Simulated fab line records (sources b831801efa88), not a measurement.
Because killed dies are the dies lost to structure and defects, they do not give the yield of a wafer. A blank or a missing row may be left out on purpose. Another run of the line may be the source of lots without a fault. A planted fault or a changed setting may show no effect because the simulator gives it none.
Which of the tools did it? ; flow sky130 ; 6 lots, 17 wafers sampled, at 3 steps of a route of 708

WHAT THE GAUGES SHOWED, per wafer
SKY_NWELL_TW_MEAS_26.
lot;measured;on;NWELL_2_TW
L869;day 5 12:47;film_metro-01;500 503 497
L873;day 6 11:22;film_metro-02;495 497 495
L877;day 8 09:28;film_metro-02;499 498 496
L881;day 9 03:16;film_metro-01;499 498 498
L885;day 9 20:26;film_metro-02;462 500
L890;day 10 23:35;film_metro-02;497 496 495

WHAT TOOL EACH LOT RAN ON (gives the tool, then ch and the chambers of the sampled wafers, and finally the start)
lot;SKY_NWELL_STRIP_14;SKY_NWELL_IMPLANT_24
L869;plasma_asher-03 ch 1, day 4 20:13;implanter-03 ch 0, day 5 12:32
L873;plasma_asher-03 ch 0,1, day 5 16:23;implanter-03 ch 0, day 6 11:07
L877;plasma_asher-02 ch 0,1, day 7 12:28;implanter-01 ch 0, day 8 09:16
L881;plasma_asher-02 ch 0,1, day 8 07:16;implanter-03 ch 0, day 9 03:01
L885;plasma_asher-04 ch 0, day 8 22:49;implanter-01 ch 0, day 9 20:11
L890;plasma_asher-03 ch 0,1, day 10 00:44;implanter-03 ch 0, day 10 23:20
- SKY_NWELL_STRIP_14: strips in O2/N2.
- SKY_NWELL_IMPLANT_24

THE ANSWER, worked out from the rows above alone
Rule: what is usual is taken from the lots themselves. The widest of any qualifying gaps counts: lots, ordered by their means at a reading, are off when they make up no more than a third of the lots, leave a main group of 4 or more, and stand apart from it by 3 or more times the standard deviation of that group's means. If all means in a main group match to the digits the tables above print for the reading, that group is not used. Also off: a lot with no number at a reading for which 4 or more lots have one. Where the step has rows for the other lots, those lots are counted as sound.
Off: L885, seen at SKY_NWELL_TW_MEAS_26 (NWELL_2_TW). For the main group the mean is 498 and the standard deviation 1.6.
A tool fits if, at a process step before that reading, it ran every lot that is off, and no sound lot after the first of them. Those tools and the gauges at SKY_NWELL_TW_MEAS_26 are tried in the same way. This does not decide it: 2 tools fit, namely plasma_asher-04 at SKY_NWELL_STRIP_14 and implanter-01 at SKY_NWELL_IMPLANT_24.

WHAT THE SIMULATOR PUT IN
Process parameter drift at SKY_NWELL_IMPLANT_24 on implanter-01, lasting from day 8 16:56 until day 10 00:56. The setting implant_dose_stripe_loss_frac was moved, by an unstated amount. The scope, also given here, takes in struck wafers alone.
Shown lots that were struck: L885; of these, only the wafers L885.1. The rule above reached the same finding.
